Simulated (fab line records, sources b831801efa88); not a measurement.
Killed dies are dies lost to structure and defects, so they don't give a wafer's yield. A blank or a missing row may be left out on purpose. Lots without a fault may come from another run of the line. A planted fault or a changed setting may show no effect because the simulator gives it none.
Which tool did it? | flow sky130 | 12 lots, 36 wafers sampled, at 5 steps of a route of 708

WHAT THE GAUGES READ, wafer by wafer
SKY_CONTACT_RS_MEAS_25: measures by four-point-probe. Usual: CONTACT_W_RS 0.335 ohm/sq, standard deviation 0.0076.
lot  | measured     | on            | CONTACT_W_RS (ohm/sq) | flag
L198 | day 32 18:29 | film_metro-01 | 0.336 0.334 0.333     |
L200 | day 33 01:50 | film_metro-01 | 0.338 0.334 0.338     |
L201 | day 33 10:51 | film_metro-02 | 0.340 0.324 0.344     |
L202 | day 33 11:27 | film_metro-03 | 0.334 0.337 0.338     |
L203 | day 34 07:22 | film_metro-02 | 0.323 0.345 0.343     |
L206 | day 34 22:01 | film_metro-02 | 0.341 0.339 0.346     |
L207 | day 35 03:20 | film_metro-01 | 0.317 0.318 0.336     |
L208 | day 35 12:26 | film_metro-03 | 0.343 0.341 0.342     |
L212 | day 37 00:27 | film_metro-03 | 0.358 0.362 0.353     |
L213 | day 37 08:08 | film_metro-03 | 0.358 0.344 0.360     |
L214 | day 38 02:29 | film_metro-03 | 0.338 0.340 0.338     |
L220 | day 39 08:50 | film_metro-02 | 0.342 0.340 0.336     |

SKY_CONTACT_THK_MEAS_26: measures by xrf. Usual: CONTACT_W_THK 334 nm, standard deviation 8.
lot  | measured     | on            | CONTACT_W_THK (nm) | flag
L198 | day 32 18:36 | film_metro-01 | 333 335 335        |
L200 | day 33 01:58 | film_metro-01 | 327 331 328        |
L201 | day 33 10:58 | film_metro-02 | 333 347 330        |
L202 | day 33 11:34 | film_metro-03 | 334 331 329        |
L203 | day 34 07:29 | film_metro-02 | 349 326 328        |
L206 | day 34 22:08 | film_metro-02 | 330 331 326        |
L207 | day 35 03:27 | film_metro-01 | 351 346 331        |
L208 | day 35 12:32 | film_metro-03 | 324 322 322        |
L212 | day 37 00:34 | film_metro-03 | 311 309 315        |
L213 | day 37 08:14 | film_metro-03 | 312 324 308        |
L214 | day 38 02:36 | film_metro-03 | 330 328 329        |
L220 | day 39 08:56 | film_metro-02 | 328 331 334        |

SKY_VIA3_OVL_MEAS_13. Usual: VIA3_OVL 4 nm, standard deviation 6.2.
lot  | measured     | on         | VIA3_OVL (nm) | flag
L198 | day 40 19:56 | overlay-02 | 3 -6 1        |
L200 | day 41 01:23 | overlay-01 | 10 0 1        |
L201 | day 41 11:33 | overlay-01 | 7 20 7        |
L202 | day 41 11:08 | overlay-01 | 5 -5 1        |
L203 | day 42 03:10 | overlay-01 | 5 2 2         |
L206 | day 42 19:29 | overlay-02 | 2 -3 2        |
L207 | day 42 22:06 | overlay-01 | 6 -2 6        |
L208 | day 43 05:03 | overlay-01 | 3 10 0        |
L212 | day 44 15:52 | overlay-02 | 0 5 2         |
L213 | day 44 21:13 | overlay-01 | 23 17 9       |
L214 | day 45 14:31 | overlay-02 | 9 1 12        |
L220 | day 46 16:56 | overlay-02 | 1 2 3         |

WHICH TOOL RAN EACH LOT (tool, then ch and the chambers of the sampled wafers, then the start)
lot  | SKY_CONTACT_CMP_04            | SKY_CONTACT_CVD_24
L198 | cmp-01 ch 0,2, day 31 12:55   | cvd_w-01 ch 1, day 32 18:22
L200 | cmp-02 ch 0,1,2, day 31 20:52 | cvd_w-01 ch 0,1, day 33 01:44
L201 | cmp-02 ch 0,1,3, day 32 05:37 | cvd_w-02 ch 0,1, day 33 10:44
L202 | cmp-01 ch 0,1,2, day 32 06:26 | cvd_w-01 ch 0,1, day 33 11:20
L203 | cmp-02 ch 2,3, day 33 03:07   | cvd_w-02 ch 0,1, day 34 07:16
L206 | cmp-02 ch 0,1,2, day 33 18:01 | cvd_w-01 ch 0,1, day 34 21:54
L207 | cmp-01 ch 0,1,2, day 33 23:03 | cvd_w-02 ch 0,1, day 35 03:13
L208 | cmp-01 ch 0,3, day 34 08:46   | cvd_w-01 ch 0,1, day 35 12:18
L212 | cmp-01 ch 0,1,2, day 35 20:52 | cvd_w-02 ch 0, day 37 00:20
L213 | cmp-02 ch 1,2, day 36 04:39   | cvd_w-02 ch 0,1, day 37 08:01
L214 | cmp-01 ch 0,2, day 36 22:32   | cvd_w-01 ch 0,1, day 38 02:22
L220 | cmp-02 ch 0,1,3, day 38 05:30 | cvd_w-01 ch 0,1, day 39 08:43
- SKY_CONTACT_CMP_04: polishes SiO2.
- SKY_CONTACT_CVD_24: deposits W, target thk 340 nm, time 102.12 s.

WHAT THE TOOLS THEMSELVES READ (means of the sampled wafers that have a number; where no wafer has one, the mark that the record gives instead)
SKY_CONTACT_CMP_04. Usual: motor_current_A 12.7 A, standard deviation 1.6; slurry_flow_ml_min 150.0, standard deviation 0.45; time_to_endpoint_s 82 s, standard deviation 4.2.
lot  | tool   | motor_current_A (A) | slurry_flow_ml_min | time_to_endpoint_s (s) | flag
L198 | cmp-01 | 13.3                | 149.6              | 78                     |
L200 | cmp-02 | 12.1                | 150.2              | 79                     |
L201 | cmp-02 | 11.4                | 150.0              | 79                     |
L202 | cmp-01 | 13.0                | 150.0              | 82                     |
L203 | cmp-02 | 11.3                | 149.8              | 76                     |
L206 | cmp-02 | 12.0                | 150.3              | 78                     |
L207 | cmp-01 | 12.8                | 149.2              | 85                     |
L208 | cmp-01 | 14.9                | 150.1              | 83                     |
L212 | cmp-01 | 13.0                | 150.1              | 89                     |
L213 | cmp-02 | 13.1                | 150.0              | 81                     |
L214 | cmp-01 | 12.9                | 149.9              | 85                     |
L220 | cmp-02 | 11.5                | 150.1              | 82                     |

SKY_CONTACT_CVD_24. Usual: chamber_pressure_Torr 40.00 Torr, standard deviation 0.099; heater_power_outer_w 499 W, standard deviation 43; heater_power_w 805 W, standard deviation 35.
lot  | tool     | chamber_pressure_Torr (Torr) | heater_power_outer_w (W) | heater_power_w (W) | flag
L198 | cvd_w-01 | 40.02                        | 569                      | 862                |
L200 | cvd_w-01 | 40.02                        | 525                      | 823                |
L201 | cvd_w-02 | 40.12                        | 469                      | 791                |
L202 | cvd_w-01 | 40.03                        | 526                      | 823                |
L203 | cvd_w-02 | 40.10                        | 476                      | 776                |
L206 | cvd_w-01 | 40.03                        | 539                      | 842                |
L207 | cvd_w-02 | 40.04                        | 456                      | 783                |
L208 | cvd_w-01 | 40.01                        | 521                      | 814                |
L212 | cvd_w-02 | 36.09                        | 488                      | 787                | OFF
L213 | cvd_w-02 | 36.01                        | 479                      | 789                | OFF
L214 | cvd_w-01 | 40.08                        | 534                      | 822                |
L220 | cvd_w-01 | 39.99                        | 523                      | 821                |

THE ANSWER, worked out from the rows above alone
Rule: a lot is off if the mean of its wafers that have a number lies more than 3 standard deviations from the usual mean. A lot without any number at a reading at which 4 lots or more have one is off too. The other lots that the step has rows for count as sound. The gauges are gone through in route order, then the tools' own readings, and for those a lot's mean is taken as printed above. The first step at which some lot is off is used, and at that step the reading that is off furthest; a lot without a number counts as furthest.
Off: L212, L213, at SKY_CONTACT_CVD_24 (chamber_pressure_Torr).
A tool fits if, at that step or a process step before it, it ran every lot that is off, and no sound lot after the first of them. One fits: cvd_w-02 at SKY_CONTACT_CVD_24. Its last sound lot is L207 (day 35 03:13), its first lot that is off L212 (day 37 00:20): a fault that began between those two fits.
The tool's own readings at SKY_CONTACT_CVD_24 bear it out: on the lots that are off they differ by more than 5 times the standard deviation of the sound lots' means. chamber_pressure_Torr reads 36.05 Torr there against 40.04 Torr on the sound lots.

WHAT THE SIMULATOR HAD PUT IN
Process parameter drift: cvd_w-02, from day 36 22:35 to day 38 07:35, at SKY_CONTACT_CVD_24. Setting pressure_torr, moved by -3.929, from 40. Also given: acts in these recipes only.
Lots struck among those shown: L212, L213. The rule above found the same.
